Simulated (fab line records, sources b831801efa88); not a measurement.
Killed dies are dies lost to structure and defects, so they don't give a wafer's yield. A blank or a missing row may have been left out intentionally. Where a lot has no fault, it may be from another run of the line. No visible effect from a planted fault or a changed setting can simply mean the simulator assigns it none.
fab line records	flow sky130
record: lots: 24	wafers: 72	last_day: 50
route steps=708 shown LDD_LDN@301 LI_CONTACT@383 METAL1@437 VIA1@472 METAL3@564 VIA3@574
lots that met no fault: taken from a fault-free run of the same line
start_h: hours from the record's opening day to when the first of the lot's shown wafers began	wait_h: hours since the lot's step before	" identical to the entry in the row above	L1.1+2: a single row standing in for several wafers	- no value, or no start was given	* or withheld: withheld	< > ~ a bound
route shown NAME@n: a module of which the file shows steps, and the number in the route of the first	usual: mean and standard deviation over wafers with no fault	same: alike in all rows	chamber/n: place in a boat	sites: readings site by site	_std_site: their standard deviation	_edge_site: mean of outer sites minus mean of inner sites	radius_mm: how far each site lies from the wafer's centre	mask NAME#n: copy n	behind: tool/chamber where the wafer was last shaped	hold: what put the lot on hold/how long, in hours/how the hold closed	device: whichever transistor did not switch (one of n, p or np)	end of line: at the end of the route, the tests of the same wafers	where a step has no rows: the recipe by itself	killed: at the first sort, the dies lost to defects and structure; wafer yield is something else	map: shows each die of a wafer: x if killed, . if not, _ if none is there
set.NAME: the setting as run; set.NAME@STEP: as run at that earlier step	model.NAME: the simulator's own value behind a step, which no gauge read
one table for each step of the route and one row for each wafer, over a sample of lots
services: a tool's chamber out of use, with start hour (start_h, from the record's first day; less than 0 if before it), hours out, and reason
== steps ==
step: SKY_LDD_LDN_STRIP_12
recipe: chemistry: O2/N2	power_w: 1400	pressure_mtorr: 1500	platen_temp_c: withheld	o2_flow_sccm: 3000	n2_flow_sccm: 300	overash_fraction: 0.5
usual: drypump_motor_current_A: 5.31/0.22	oes_product_au: 0.716/0.0046	strip_time_to_endpoint_s: 14.19/0.034
same: overash_fraction: 0.5
lot.wafer	tool	chamber	start_h	wait_h	drypump_motor_current_A	oes_product_au	rf_hours_counter_h	strip_time_to_endpoint_s
L074.1	plasma_asher-03	0	515.07	0.1	5.35	0.715	7	14.16
L074.2	"	1	"	"	5.56	0.705	7	14.17
L074.3	"	1	"	"	5.57	0.718	-	14.18
L075.1	plasma_asher-03	1	534.37	0.1	5.59	0.714	9	14.16
L075.4	"	0	"	"	5.36	0.720	-	14.23
L075.5	"	1	"	"	5.58	0.708	-	14.13
L076.1	plasma_asher-04	1	545.97	0.1	4.94	0.717	73	14.21
L076.3	"	1	"	"	4.95	0.714	-	14.13
L076.4	"	0	"	"	5.43	0.713	-	14.18
L077.1	plasma_asher-02	0	550.52	0.1	5.31	0.711	86	14.14
L077.4	"	0	"	"	5.32	0.718	-	14.14
L077.6	"	1	"	"	5.38	0.720	-	14.14
L078.2	plasma_asher-02	0	561.36	0.1	5.31	0.710	87	14.17
L078.3	"	0	"	"	5.33	0.713	-	14.21
L078.5	"	0	"	"	5.29	0.712	-	14.19
L079.3	plasma_asher-02	0	568.26	0.1	5.32	0.713	-	14.21
L079.4	"	1	"	"	5.36	0.715	-	14.20
L079.5	"	0	"	"	5.31	0.717	-	14.18
L080.2	plasma_asher-04	0	576.52	0.1	5.44	0.715	76	14.23
L080.3	"	1	"	"	4.94	0.725	-	14.17
L080.6	"	1	"	"	4.93	0.718	-	14.17
L081.2	plasma_asher-02	1	586.72	0.1	5.41	0.723	90	14.18
L081.5	"	0	"	"	5.31	0.707	-	14.21
L081.6	"	1	"	"	5.39	0.714	-	14.16
L082.2	plasma_asher-04	1	593.67	0.1	4.96	0.710	77	14.16
L082.3	"	1	"	"	4.96	0.713	-	14.18
L082.6	"	1	"	"	4.95	0.716	-	14.16
L083.3	plasma_asher-04	1	603.24	0.1	4.94	0.707	-	14.23
L083.4	"	0	"	"	5.45	0.723	-	14.19
L083.6	"	0	"	"	5.45	0.717	-	14.24
L084.2	plasma_asher-04	1	620.07	0.1	4.94	0.707	80	14.21
L084.4	"	1	"	"	4.94	0.715	-	14.22
L084.6	"	0	"	"	5.46	0.720	-	14.23
L085.1	plasma_asher-04	0	621.61	0.1	5.43	0.710	80	14.19
L085.2	"	1	"	"	4.95	0.722	80	14.24
L085.5	"	0	"	"	5.41	0.724	-	14.23
L086.2	plasma_asher-04	0	632.26	0.1	5.45	0.706	81	14.19
L086.3	"	0	"	"	5.44	0.719	-	14.22
L086.6	"	0	"	"	5.47	0.721	-	14.17
L087.1	plasma_asher-03	0	637.47	0.1	5.36	0.719	19	14.16
L087.2	"	1	"	"	5.57	0.717	19	14.19
L087.3	"	1	"	"	5.55	0.716	-	14.18
L088.1	plasma_asher-04	0	647.62	0.1	5.46	0.711	83	14.17
L088.4	"	1	"	"	4.95	0.715	-	14.16
L088.5	"	0	"	"	5.46	0.708	-	14.15
L089.1	plasma_asher-03	1	659.37	0.1	5.59	0.712	21	14.22
L089.4	"	0	"	"	5.34	0.721	-	14.20
L089.6	"	1	"	"	5.58	0.723	-	14.18
L090.1	plasma_asher-03	1	663.37	0.1	5.58	0.709	22	14.21
L090.3	"	1	"	"	5.58	0.718	-	14.20
L090.6	"	1	"	"	5.58	0.711	-	14.18
L091.1	plasma_asher-04	1	674.61	0.1	4.91	0.716	85	14.25
L091.3	"	0	"	"	5.45	0.707	-	14.16
L091.4	"	1	"	"	4.93	0.719	-	14.20
L092.1	plasma_asher-03	1	682.57	0.1	5.59	0.721	24	14.18
L092.2	"	0	"	"	5.36	0.717	24	14.18
L092.6	"	0	"	"	5.36	0.715	-	14.19
L093.2	plasma_asher-02	0	683.47	0.1	5.31	0.715	99	14.22
L093.3	"	1	"	"	5.35	0.718	-	14.22
L093.4	"	0	"	"	5.32	0.713	-	14.17
L094.1	plasma_asher-04	1	694.71	0.1	4.94	0.718	87	14.20
L094.3	"	1	"	"	4.93	0.719	-	14.23
L094.6	"	0	"	"	5.45	0.708	-	14.19
L095.1	plasma_asher-04	1	700.27	0.1	4.93	0.717	88	14.20
L095.4	"	1	"	"	4.94	0.714	-	14.24
L095.5	"	1	"	"	4.95	0.715	-	14.21
L096.2	plasma_asher-03	1	707.71	0.1	5.59	0.711	26	14.20
L096.5	"	1	"	"	5.59	0.719	-	14.22
L096.6	"	0	"	"	5.35	0.709	-	14.20
L097.3	plasma_asher-03	1	728.41	0.1	5.55	0.709	-	14.09
L097.4	"	0	"	"	5.33	0.711	-	14.14
L097.5	"	1	"	"	5.56	0.719	-	14.15
step: SKY_LI_CONTACT_CVD_21
recipe: material: W	target_thk_nm: 400	time_s: 120.56	temp_c: 400	pressure_torr: 40
usual: heater_power_w: 891/55
lot.wafer	tool	chamber	start_h	wait_h	heater_power_w
L074.1	cvd_w-01	0	665.30	0.0	851
L074.2	"	1	"	"	780
L074.3	"	0	"	"	853
L075.1	cvd_w-02	1	685.37	0.0	901
L075.4	"	0	"	"	923
L075.5	"	0	"	"	948
L076.1	cvd_w-01	0	696.36	0.0	891
L076.3	"	0	"	"	867
L076.4	"	1	"	"	766
L077.1	cvd_w-02	0	705.75	0.0	918
L077.4	"	0	"	"	946
L077.6	"	0	"	"	924
L078.2	cvd_w-02	0	709.94	0.1	922
L078.3	"	0	"	"	926
L078.5	"	0	"	"	928
L079.3	cvd_w-02	1	715.95	0.1	907
L079.4	"	0	"	"	906
L079.5	"	1	"	"	879
L080.2	cvd_w-01	0	723.39	0.0	875
L080.3	"	1	"	"	784
L080.6	"	1	"	"	773
L081.2	cvd_w-01	1	732.87	0.0	764
L081.5	"	0	"	"	857
L081.6	"	1	"	"	770
L082.2	cvd_w-02	1	739.12	0.0	911
L082.3	"	1	"	"	886
L082.6	"	0	"	"	937
L083.3	cvd_w-02	1	748.14	0.1	889
L083.4	"	0	"	"	927
L083.6	"	0	"	"	928
L084.2	cvd_w-02	1	765.76	0.1	899
L084.4	"	1	"	"	890
L084.6	"	1	"	"	896
L085.1	cvd_w-01	1	765.80	0.0	778
L085.2	"	0	"	"	893
L085.5	"	1	"	"	780
L086.2	cvd_w-02	1	776.10	0.0	885
L086.3	"	0	"	"	948
L086.6	"	0	"	"	897
L087.1	cvd_w-02	0	782.64	0.0	920
L087.2	"	1	"	"	881
L087.3	"	0	"	"	915
L088.1	cvd_w-01	0	791.65	0.0	885
L088.4	"	1	"	"	777
L088.5	"	0	"	"	878
L089.1	cvd_w-02	0	801.94	0.0	950
L089.4	"	1	"	"	912
L089.6	"	0	"	"	946
L090.1	cvd_w-02	0	805.30	0.0	942
L090.3	"	0	"	"	935
L090.6	"	0	"	"	954
L091.1	cvd_w-02	0	814.85	0.0	950
L091.3	"	0	"	"	932
L091.4	"	1	"	"	895
L092.1	cvd_w-02	0	824.40	0.0	949
L092.2	"	1	"	"	913
L092.6	"	1	"	"	916
L093.2	cvd_w-01	0	825.64	0.0	895
L093.3	"	1	"	"	774
L093.4	"	0	"	"	869
L094.1	cvd_w-02	1	835.74	0.0	891
L094.3	"	0	"	"	945
L094.6	"	0	"	"	949
L095.1	cvd_w-02	0	841.45	0.0	936
L095.4	"	1	"	"	898
L095.5	"	1	"	"	907
L096.2	cvd_w-02	0	847.02	0.0	936
L096.5	"	0	"	"	935
L096.6	"	1	"	"	922
L097.3	cvd_w-02	0	868.21	0.1	929
L097.4	"	0	"	"	929
L097.5	"	0	"	"	940
step: SKY_METAL1_SPUTTER_03
recipe: material: Ti	target_thk_nm: 5	power_w: 3000	time_s: 3.3	chamber_pressure_pa: 0.4
usual: cathode_dc_power_W: 3000.1/0.56	throttle_valve_pct: 29.4/1.2
lot.wafer	tool	chamber	start_h	wait_h	cathode_dc_power_W	throttle_valve_pct
L074.1	pvd_sputter-01	-	725.31	0.0	2998.9	29.3
L074.2	"	-	"	"	2999.8	30.4
L074.3	"	-	"	"	3001.3	29.9
L075.1	pvd_sputter-01	-	744.18	0.0	3000.0	29.7
L075.4	"	-	"	"	3000.4	29.9
L075.5	"	-	"	"	3001.0	29.2
L076.1	pvd_sputter-01	-	755.69	0.0	3000.6	30.1
L076.3	"	-	"	"	3000.8	29.4
L076.4	"	-	"	"	3000.5	29.9
L077.1	pvd_sputter-03	-	765.14	0.0	2999.8	30.3
L077.4	"	-	"	"	2999.8	28.0
L077.6	"	-	"	"	2999.9	30.3
L078.2	pvd_sputter-01	-	768.95	0.0	3001.1	30.0
L078.3	"	-	"	"	2999.8	29.1
L078.5	"	-	"	"	3000.2	29.1
L079.3	pvd_sputter-03	-	774.51	0.0	3000.0	27.8
L079.4	"	-	"	"	2999.8	28.9
L079.5	"	-	"	"	2999.9	30.1
L080.2	pvd_sputter-03	-	782.64	0.0	2999.5	30.4
L080.3	"	-	"	"	3000.5	29.7
L080.6	"	-	"	"	2999.7	29.0
L081.2	pvd_sputter-02	-	791.60	0.0	2999.3	31.2
L081.5	"	-	"	"	3000.3	30.0
L081.6	"	-	"	"	3001.0	26.5
L082.2	pvd_sputter-03	-	796.95	0.0	2999.6	27.6
L082.3	"	-	"	"	2999.5	28.9
L082.6	"	-	"	"	2998.6	30.3
L083.3	pvd_sputter-02	-	805.23	0.0	2999.7	30.3
L083.4	"	-	"	"	3000.3	28.6
L083.6	"	-	"	"	3001.4	26.5
L084.2	pvd_sputter-01	-	823.18	0.0	3000.7	30.0
L084.4	"	-	"	"	3000.1	30.1
L084.6	"	-	"	"	2999.4	29.4
L085.1	pvd_sputter-02	-	823.49	0.0	3000.9	30.4
L085.2	"	-	"	"	2999.7	28.5
L085.5	"	-	"	"	3000.4	26.3
L086.2	pvd_sputter-03	-	832.93	0.0	3000.8	30.3
L086.3	"	-	"	"	3000.0	27.8
L086.6	"	-	"	"	3000.3	27.8
L087.1	pvd_sputter-02	-	839.54	0.0	3000.4	28.5
L087.2	"	-	"	"	2999.8	31.5
L087.3	"	-	"	"	3000.7	26.4
L088.1	pvd_sputter-01	-	848.23	0.0	3000.1	29.2
L088.4	"	-	"	"	3000.0	30.0
L088.5	"	-	"	"	2999.1	30.4
L089.1	pvd_sputter-01	-	858.71	0.0	3000.6	29.9
L089.4	"	-	"	"	2999.8	29.8
L089.6	"	-	"	"	2999.6	29.6
L090.1	pvd_sputter-02	-	862.84	0.0	2999.4	26.0
L090.3	"	-	"	"	3000.2	28.6
L090.6	"	-	"	"	3000.1	28.1
L091.1	pvd_sputter-02	-	871.88	0.0	2999.5	26.4
L091.3	"	-	"	"	3000.7	28.6
L091.4	"	-	"	"	3000.5	31.5
L092.1	pvd_sputter-03	-	881.33	0.0	2999.9	29.9
L092.2	"	-	"	"	2999.8	27.8
L092.6	"	-	"	"	2999.9	29.6
L093.2	pvd_sputter-02	-	882.71	0.0	3000.3	31.5
L093.3	"	-	"	"	3000.2	28.5
L093.4	"	-	"	"	2999.9	30.4
L094.1	pvd_sputter-01	-	891.84	0.0	2999.7	30.3
L094.3	"	-	"	"	3000.2	29.9
L094.6	"	-	"	"	3000.2	29.8
L095.1	pvd_sputter-01	-	897.89	0.0	3000.1	29.8
L095.4	"	-	"	"	2999.3	29.5
L095.5	"	-	"	"	3000.1	29.2
L096.2	pvd_sputter-01	-	902.89	0.0	2999.8	29.2
L096.5	"	-	"	"	3000.0	29.7
L096.6	"	-	"	"	2999.8	29.8
L097.3	pvd_sputter-01	-	922.61	0.0	3000.4	29.7
L097.4	"	-	"	"	2999.4	29.5
L097.5	"	-	"	"	3000.1	29.3
step: SKY_VIA1_ETCH_14
recipe: chemistry: N2/H2	target: BARC	ion_energy_ev: 200	source_w: 500	bias_w: 100	pressure_mtorr: 30	n2_flow_sccm: 100	h2_flow_sccm: 200	stop_on: SiO2	time_s: 45.9	target_depth_a: 600
usual: drypump_motor_current_A: 5.7/0.59	oes_product_au: 0.854/0.0049	throttle_valve_pct: 13.224/0.0096
lot.wafer	tool	chamber	start_h	wait_h	drypump_motor_current_A	oes_product_au	rf_hours_counter_h	throttle_valve_pct
L074.1	rie_diel-04	0	782.41	0.0	6.1	0.860	12	13.216
L074.2	"	2	"	"	6.5	0.856	11	13.237
L074.3	"	3	"	"	6.1	0.851	33	13.228
L075.1	rie_diel-02	3	799.69	0.0	5.9	0.854	6	13.215
L075.4	"	2	"	"	5.2	0.852	1	13.227
L075.5	"	1	"	"	5.0	0.855	-	13.211
L076.1	rie_diel-03	3	812.44	0.0	6.7	0.853	15	13.218
L076.3	"	0	"	"	5.6	0.850	16	13.224
L076.4	"	1	"	"	5.3	0.864	6	13.223
L077.1	rie_diel-04	2	820.84	0.0	6.5	0.860	12	13.237
L077.4	"	0	"	"	6.1	0.853	-	13.237
L077.6	"	2	"	"	6.5	0.849	-	13.211
L078.2	rie_diel-03	2	824.73	0.0	5.1	0.856	10	13.230
L078.3	"	3	"	"	6.7	0.857	16	13.222
L078.5	"	1	"	"	5.3	0.861	-	13.206
L079.3	rie_diel-03	3	830.24	0.0	6.7	0.854	16	13.241
L079.4	"	1	"	"	5.3	0.850	7	13.220
L079.5	"	0	"	"	5.6	0.844	-	13.228
L080.2	rie_diel-04	0	836.62	0.0	6.1	0.863	14	13.221
L080.3	"	2	"	"	6.5	0.855	13	13.222
L080.6	"	0	"	"	6.1	0.862	-	13.221
L081.2	rie_diel-03	0	845.52	0.0	5.6	0.849	17	13.226
L081.5	"	3	"	"	6.7	0.860	-	13.229
L081.6	"	2	"	"	5.1	0.852	-	13.223
L082.2	rie_diel-04	2	852.18	0.0	6.5	0.854	13	13.206
L082.3	"	1	"	"	5.1	0.854	15	13.221
L082.6	"	3	"	"	6.0	0.857	-	13.220
L083.3	rie_diel-02	1	859.38	0.0	5.0	0.856	24	13.228
L083.4	"	2	"	"	5.1	0.848	3	13.235
L083.6	"	2	"	"	5.1	0.843	-	13.222
L084.2	rie_diel-04	1	877.39	0.0	5.1	0.852	16	13.236
L084.4	"	0	"	"	6.1	0.855	15	13.224
L084.6	"	0	"	"	6.1	0.855	-	13.229
L085.1	rie_diel-03	3	877.93	0.0	6.7	0.862	18	13.227
L085.2	"	1	"	"	5.3	0.851	8	13.226
L085.5	"	0	"	"	5.6	0.858	-	13.207
L086.2	rie_diel-02	0	886.14	0.0	5.0	0.851	12	13.229
L086.3	"	3	"	"	5.9	0.856	8	13.206
L086.6	"	2	"	"	5.2	0.850	-	13.233
L087.1	rie_diel-02	3	893.24	0.0	5.9	0.850	9	13.226
L087.2	"	2	"	"	5.2	0.848	3	13.220
L087.3	"	0	"	"	5.0	0.853	13	13.215
L088.1	rie_diel-02	2	901.43	0.0	5.1	0.858	4	13.223
L088.4	"	2	"	"	5.2	0.849	-	13.223
L088.5	"	0	"	"	5.0	0.855	-	13.219
L089.1	rie_diel-03	2	913.22	0.0	5.0	0.862	13	13.217
L089.4	"	0	"	"	5.6	0.857	19	13.226
L089.6	"	0	"	"	5.6	0.856	-	13.217
L090.1	rie_diel-03	0	916.07	0.0	5.6	0.854	19	13.233
L090.3	"	2	"	"	5.1	0.857	13	13.236
L090.6	"	3	"	"	6.7	0.851	-	13.222
L091.1	rie_diel-04	0	924.33	0.0	6.1	0.856	17	13.219
L091.3	"	3	"	"	6.1	0.859	2	13.234
L091.4	"	1	"	"	5.0	0.848	17	13.239
L092.1	rie_diel-04	0	932.52	0.0	6.1	0.848	17	13.242
L092.2	"	3	"	"	6.1	0.856	3	13.214
L092.6	"	3	"	"	6.1	0.852	-	13.225
L093.2	rie_diel-04	3	934.62	0.0	6.0	0.849	3	13.218
L093.3	"	2	"	"	6.5	0.845	16	13.226
L093.4	"	1	"	"	5.1	0.849	17	13.230
L094.1	rie_diel-03	0	943.92	0.0	5.6	0.855	20	13.212
L094.3	"	2	"	"	5.1	0.853	13	13.214
L094.6	"	2	"	"	5.1	0.847	-	13.205
L095.1	rie_diel-04	2	948.74	0.0	6.5	0.857	16	13.230
L095.4	"	3	"	"	6.1	0.852	3	13.235
L095.5	"	3	"	"	6.0	0.862	-	13.211
L096.2	rie_diel-02	0	952.37	0.0	5.0	0.860	14	13.225
L096.5	"	3	"	"	5.9	0.863	-	13.235
L096.6	"	0	"	"	5.0	0.852	-	13.250
L097.3	rie_diel-04	2	973.98	0.0	6.5	0.851	17	13.229
L097.4	"	1	"	"	5.1	0.851	19	13.210
L097.5	"	2	"	"	6.5	0.853	-	13.203
step: SKY_METAL3_OVL_MEAS_14
usual: METAL3_OVL: -5/5.1
lot.wafer	tool	chamber	start_h	wait_h	METAL3_OVL[nm]
L074.1	overlay-02	-	893.56	0.1	-3
L074.2	"	-	"	"	-4
L074.3	"	-	"	"	-6
L075.1	overlay-02	-	909.31	0.1	-8
L075.4	"	-	"	"	-13
L075.5	"	-	"	"	-10
L076.1	overlay-02	-	923.61	0.1	-2
L076.3	"	-	"	"	-8
L076.4	"	-	"	"	-4
L077.1	overlay-02	-	928.89	0.1	-11
L077.4	"	-	"	"	-11
L077.6	"	-	"	"	-9
L078.2	overlay-01	-	935.25	0.1	-3
L078.3	"	-	"	"	6
L078.5	"	-	"	"	-3
L079.3	overlay-01	-	938.29	0.1	-3
L079.4	"	-	"	"	-3
L079.5	"	-	"	"	-4
L080.2	overlay-01	-	943.61	0.1	3
L080.3	"	-	"	"	2
L080.6	"	-	"	"	-7
L081.2	overlay-02	-	951.36	0.1	-1
L081.5	"	-	"	"	-10
L081.6	"	-	"	"	0
L082.2	overlay-01	-	958.06	0.1	-15
L082.3	"	-	"	"	-7
L082.6	"	-	"	"	-13
L083.3	overlay-01	-	965.94	0.1	-5
L083.4	"	-	"	"	-16
L083.6	"	-	"	"	-6
L084.2	overlay-01	-	981.79	0.1	-8
L084.4	"	-	"	"	-9
L084.6	"	-	"	"	-12
L085.1	overlay-02	-	982.74	0.1	-15
L085.2	"	-	"	"	-7
L085.5	"	-	"	"	-11
L086.2	overlay-01	-	989.65	0.1	-4
L086.3	"	-	"	"	-4
L086.6	"	-	"	"	-8
L087.1	overlay-01	-	996.24	0.1	-10
L087.2	"	-	"	"	-5
L087.3	"	-	"	"	-12
L088.1	overlay-01	-	1002.13	0.1	-4
L088.4	"	-	"	"	-2
L088.5	"	-	"	"	2
L089.1	overlay-01	-	1014.56	0.1	-2
L089.4	"	-	"	"	-1
L089.6	"	-	"	"	-4
L090.1	overlay-01	-	1017.56	0.1	-5
L090.3	"	-	"	"	3
L090.6	"	-	"	"	1
L091.1	overlay-01	-	1026.63	0.1	-3
L091.3	"	-	"	"	-10
L091.4	"	-	"	"	-4
L092.1	overlay-01	-	1031.46	0.1	-9
L092.2	"	-	"	"	-4
L092.6	"	-	"	"	-2
L093.2	overlay-01	-	1035.06	0.1	-5
L093.3	"	-	"	"	-6
L093.4	"	-	"	"	-8
L094.1	overlay-02	-	1043.71	0.1	-7
L094.3	"	-	"	"	-3
L094.6	"	-	"	"	-2
L095.1	overlay-02	-	1047.03	0.1	-10
L095.4	"	-	"	"	0
L095.5	"	-	"	"	-3
L096.2	overlay-01	-	1050.76	0.1	6
L096.5	"	-	"	"	3
L096.6	"	-	"	"	2
L097.3	overlay-01	-	1069.92	0.1	-5
L097.4	"	-	"	"	-1
L097.5	"	-	"	"	0
step: SKY_VIA3_THK_MEAS_01
recipe: reads: SiO2_of_VIA3_HDPCVD_00
usual: VIA3_HDPCVD_THK: 1635/13
lot.wafer	tool	chamber	start_h	wait_h	VIA3_HDPCVD_THK[nm]
L074.1	film_metro-03	-	894.71	0.1	1654
L074.2	"	-	"	"	1627
L074.3	"	-	"	"	1647
L075.1	film_metro-03	-	910.43	0.1	1605
L075.4	"	-	"	"	1622
L075.5	"	-	"	"	1633
L076.1	film_metro-03	-	924.76	0.1	1644
L076.3	"	-	"	"	1631
L076.4	"	-	"	"	1658
L077.1	film_metro-04	-	930.02	0.1	1652
L077.4	"	-	"	"	1667
L077.6	"	-	"	"	1633
L078.2	film_metro-01	-	936.47	0.2	1647
L078.3	"	-	"	"	1636
L078.5	"	-	"	"	1666
L079.3	film_metro-03	-	939.57	0.1	1627
L079.4	"	-	"	"	1640
L079.5	"	-	"	"	1629
L080.2	film_metro-04	-	944.82	0.2	1628
L080.3	"	-	"	"	1661
L080.6	"	-	"	"	1658
L081.2	film_metro-01	-	952.49	0.1	1649
L081.5	"	-	"	"	1668
L081.6	"	-	"	"	1646
L082.2	film_metro-01	-	959.24	0.1	1635
L082.3	"	-	"	"	1636
L082.6	"	-	"	"	1646
L083.3	film_metro-03	-	967.09	0.1	1630
L083.4	"	-	"	"	1626
L083.6	"	-	"	"	1642
L084.2	film_metro-03	-	982.92	0.1	1620
L084.4	"	-	"	"	1633
L084.6	"	-	"	"	1610
L085.1	film_metro-03	-	983.87	0.1	1637
L085.2	"	-	"	"	1624
L085.5	"	-	"	"	1626
L086.2	film_metro-01	-	990.82	0.1	1617
L086.3	"	-	"	"	1619
L086.6	"	-	"	"	1622
L087.1	film_metro-03	-	997.55	0.1	1637
L087.2	"	-	"	"	1636
L087.3	"	-	"	"	1643
L088.1	film_metro-03	-	1003.52	0.1	1628
L088.4	"	-	"	"	1622
L088.5	"	-	"	"	1631
L089.1	film_metro-01	-	1015.68	0.1	1629
L089.4	"	-	"	"	1625
L089.6	"	-	"	"	1633
L090.1	film_metro-04	-	1018.72	0.1	1634
L090.3	"	-	"	"	1639
L090.6	"	-	"	"	1651
L091.1	film_metro-01	-	1028.00	0.3	1643
L091.3	"	-	"	"	1642
L091.4	"	-	"	"	1633
L092.1	film_metro-03	-	1032.92	0.4	1625
L092.2	"	-	"	"	1633
L092.6	"	-	"	"	1633
L093.2	film_metro-04	-	1036.19	0.1	1627
L093.3	"	-	"	"	1644
L093.4	"	-	"	"	1626
L094.1	film_metro-04	-	1044.91	0.2	1619
L094.3	"	-	"	"	1624
L094.6	"	-	"	"	1617
L095.1	film_metro-04	-	1048.24	0.2	1629
L095.4	"	-	"	"	1637
L095.5	"	-	"	"	1596
L096.2	film_metro-03	-	1052.01	0.2	1665
L096.5	"	-	"	"	1642
L096.6	"	-	"	"	1625
L097.3	film_metro-01	-	1071.14	0.1	1621
L097.4	"	-	"	"	1631
L097.5	"	-	"	"	1639
== services ==
tool	chamber	start_h	hours	kind
rie_diel-03	-	493.02	0.3	repair
plasma_asher-03	-	493.88	1.6	repair
pvd_sputter-01	-	520.03	4.1	repair
cvd_w-02	-	534.83	98.3	repair
cvd_w-02	1	543.16	6.9	repair
cvd_w-02	-	550.43	1.2	repair
rie_diel-04	0	554.80	3.1	repair
plasma_asher-04	-	612.72	2.8	pm
pvd_sputter-01	-	656.96	7.8	repair
rie_diel-04	3	702.76	6.3	repair
cvd_w-02	1	705.24	8.0	repair
rie_diel-04	3	732.80	3.7	repair
rie_diel-04	2	736.99	19.0	repair
plasma_asher-04	-	738.87	0.8	repair
pvd_sputter-01	-	740.09	3.8	repair
rie_diel-04	0	754.58	4.4	repair
plasma_asher-04	-	757.03	9.0	repair
rie_diel-04	1	786.71	3.7	repair
pvd_sputter-01	-	811.99	2.3	repair
rie_diel-04	-	848.90	2.8	pm
cvd_w-02	-	851.43	3.9	repair
cvd_w-02	1	865.56	6.6	repair
rie_diel-04	-	879.80	0.5	repair
rie_diel-04	1	939.29	1.6	repair
== key ==
fault none
